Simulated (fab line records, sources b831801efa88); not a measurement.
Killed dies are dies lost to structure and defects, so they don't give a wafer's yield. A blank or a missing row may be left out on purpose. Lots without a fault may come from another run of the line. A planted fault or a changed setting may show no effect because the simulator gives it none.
Split-lot experiment | flow sky130 | 5 lots, 23 wafers read, on a route of 708 steps

THE SPLIT
At SKY_METAL5_SPUTTER_01 (material TiN, target thk 20 nm, time 16.7 s), the setting power_w was moved away from the recipe's 6500 W on 6 of the 23 wafers read, by -11.2% to +11.8%. The other wafers ran this setting at the recipe's value.

The reading is taken at the split's own step.

THE READING
TiN_of_METAL5_SPUTTER_01.thk_nm (the simulator's own value, which no gauge read), in nm, at SKY_METAL5_SPUTTER_01 (material TiN, target thk 20 nm, time 16.7 s). The file gives no usual value for it. The 17 wafers here that ran the recipe average 20.07 nm, standard deviation 0.19 nm.

wafer  | tool, chamber at the split | power_w as run, W | against the recipe | TiN_of_METAL5_SPUTTER_01.thk_nm, nm | against lot-mates on the recipe
L076.1 | pvd_sputter-01, -          | 6500              | recipe             | 19.87                               | -
L076.3 | pvd_sputter-01, -          | 6500              | recipe             | 20.23                               | -
L076.4 | pvd_sputter-01, -          | 7269              | +11.8%             | 22.51                               | +2.50
L076.5 | pvd_sputter-01, -          | 6500              | recipe             | 19.92                               | -
L076.6 | pvd_sputter-01, -          | 7269              | +11.8%             | 22.76                               | +2.75
L077.1 | pvd_sputter-02, -          | 6500              | recipe             | 20.2                                | -
L077.2 | pvd_sputter-02, -          | 5774              | -11.2%             | 17.64                               | -2.52
L077.3 | pvd_sputter-02, -          | 6500              | recipe             | 20.32                               | -
L077.4 | pvd_sputter-02, -          | 6500              | recipe             | 19.95                               | -
L077.5 | pvd_sputter-02, -          | 5774              | -11.2%             | 18.03                               | -2.13
L079.1 | pvd_sputter-02, -          | 6500              | recipe             | 19.69                               | -
L079.2 | pvd_sputter-02, -          | 7182              | +10.5%             | 22.14                               | +2.21
L079.3 | pvd_sputter-02, -          | 7182              | +10.5%             | 22.29                               | +2.36
L079.5 | pvd_sputter-02, -          | 6500              | recipe             | 20.07                               | -
L079.6 | pvd_sputter-02, -          | 6500              | recipe             | 20.03                               | -
L081.1 | pvd_sputter-01, -          | 6500              | recipe             | 20.38                               | -
L081.2 | pvd_sputter-01, -          | 6500              | recipe             | 19.86                               | -
L081.5 | pvd_sputter-01, -          | 6500              | recipe             | 20.29                               | -
L084.2 | pvd_sputter-03, -          | 6500              | recipe             | 20.24                               | -
L084.3 | pvd_sputter-03, -          | 6500              | recipe             | 19.87                               | -
L084.4 | pvd_sputter-03, -          | 6500              | recipe             | 20.15                               | -
L084.5 | pvd_sputter-03, -          | 6500              | recipe             | 20.11                               | -
L084.6 | pvd_sputter-03, -          | 6500              | recipe             | 19.95                               | -

THE FIT
A straight line over all 23 wafers: TiN_of_METAL5_SPUTTER_01.thk_nm changes by +0.207 nm for each +1% of power_w; r = +0.99; the points scatter about the line by 0.19 nm.
The same after taking each lot's own level away (the mean of its wafers on the recipe; 23 wafers): +0.216 nm for each +1%; r = +0.99; scatter 0.17 nm.
On that fit, the largest move of power_w shifts the reading by 2.6 nm.
The lots' own levels span 19.930 to 20.177 nm, that is 1.3 times the standard deviation above.
So the lot-to-lot level changes the slope little: the two slopes agree.
Check: with one of the wafers moved furthest among these (+11.8%) left out of the fit, the line predicts +2.58 nm for it against its lot-mates. It came out at +2.5 nm against them.

OTHER SPLITS ON THESE WAFERS
These wafers also went through other splits before the reading. Each is held against what the fit with the lots' levels taken away leaves over:
other split on the same wafers     | wafers away from the commonest value | r with TiN_of_METAL5_SPUTTER_01.thk_nm (lot level and that fit taken away)
SKY_VIA3_ETCH_15 source_w          | 10                                   | +0.22
SKY_CAP2M_METAL_ETCH_13 time_s     | 4                                    | -0.32
SKY_VIA4_CMP_02 leave_above_ref_nm | 8                                    | +0.28
SKY_VIA4_ETCH_12 source_w          | 8                                    | +0.13
SKY_VIA4_CVD_18 temp_c             | 11                                   | -0.22

THE FILE'S OWN FIT
TiN_of_METAL5_SPUTTER_01.thk_nm changes by +0.216 nm for each +1% of power_w, r = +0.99.
